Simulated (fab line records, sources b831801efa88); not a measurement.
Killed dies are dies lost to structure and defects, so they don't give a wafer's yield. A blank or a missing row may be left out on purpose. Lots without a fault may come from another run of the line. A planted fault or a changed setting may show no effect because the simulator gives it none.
One fault seen from 2 desks | flow sky130 | each desk has only its own numbers; what lay behind them comes last

THE TOOL OWNER'S DESK: implanter-03
The tool's own readings at SKY_RES_XHIGH_IMPLANT_07: means of the sampled wafers that have a number, for each lot that ran on this tool. A lot is out of limits, marked OUT, if its mean lies more than 4 standard deviations from the usual mean; the brackets give that distance.
Columns: A = beam_energy_keV at SKY_RES_XHIGH_IMPLANT_07, usual 20.000; B = end_station_pressure_torr at SKY_RES_XHIGH_IMPLANT_07, usual 5.24e-06 Torr; C = faraday_current_uA at SKY_RES_XHIGH_IMPLANT_07, usual 540
lot  | first seen here | A      | B        | C
L117 | day 26 20:40    | 19.998 | 5.44e-06 | 497
L121 | day 28 12:13    | 20.002 | 5.34e-06 | 509
L126 | day 30 08:13    | 20.007 | 5.27e-06 | 501
L132 | day 32 03:56    | 20.004 | 5.25e-06 | 552
L134 | day 32 23:27    | 20.008 | 4.77e-06 | 548
This desk's finding: nothing out of limits on any of the 5 lots.

THE METROLOGY DESK
What the gauges read, lot by lot, whatever tool the lot ran on: means of the sampled wafers that have a number. A lot is out of limits, marked OUT, if its mean lies more than 4 standard deviations from the usual mean; the brackets give that distance.
Columns: A = cd_nm at SKY_SONOS_ONO_CD_MEAS_13, usual 410.3 nm; B = LDD_HVP_OVL at SKY_LDD_HVP_OVL_MEAS_07, usual -0.1 nm; C = RES_XHIGH_TW at SKY_RES_XHIGH_TW_MEAS_09, usual 1647; D = RES_XHIGH_RS at SKY_SD_N_RS_MEAS_18, usual 333.6 ohm/sq
lot  | first seen here | A     | B    | C    | D
L116 | day 12 18:05    | 407.7 | -1.5 | 1645 | 331.9
L117 | day 12 22:15    | 409.2 | 0.0  | 1632 | 332.4
L120 | day 14 00:56    | 408.8 | -1.6 | 1641 | 334.3
L121 | day 14 12:22    | 406.0 | 0.3  | 1642 | 332.2
L124 | day 15 05:21    | 412.1 | 1.6  | 1630 | 334.5
L125 | day 15 18:25    | 413.0 | 0.4  | 1662 | 333.4
L126 | day 16 05:10    | 408.9 | -1.5 | 1650 | 331.8
L127 | day 16 08:22    | 408.8 | 1.1  | 1646 | 334.1
L132 | day 18 02:55    | 409.5 | 3.2  | 1616 | 359.0 (+20) OUT
L134 | day 18 23:08    | 412.0 | -0.3 | 1603 | 356.7 (+18) OUT
L136 | day 19 09:14    | 409.2 | 0.3  | 1653 | 333.2
L137 | day 19 15:15    | 408.9 | -2.0 | 1652 | 334.1
L138 | day 20 04:56    | 413.3 | -0.7 | 1663 | 332.3
L139 | day 20 13:46    | 410.8 | 2.5  | 1645 | 335.4
This desk's finding: out of limits on L132, L134; first on L132, day 33 07:34 (RES_XHIGH_RS at SKY_SD_N_RS_MEAS_18). In limits: L116, L117, L120, L121, L124, L125, L126, L127, L136, L137, L138, L139.

PUT TOGETHER
The metrology desk could have raised an alarm at day 33 07:34, on L132, L134.
The tool owner's desk saw nothing out of limits.
The tool owner's desk has L132, L134 on record, within its limits.
Of the lots named, all ran SKY_RES_XHIGH_IMPLANT_07 on implanter-03.

WHAT THE SIMULATOR HAD PUT IN
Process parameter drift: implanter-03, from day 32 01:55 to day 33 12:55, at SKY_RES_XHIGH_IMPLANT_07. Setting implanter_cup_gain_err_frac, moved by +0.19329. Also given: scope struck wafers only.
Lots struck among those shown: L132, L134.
Hours from the fault's start to each desk's first reading out of limits: the metrology desk, 30.
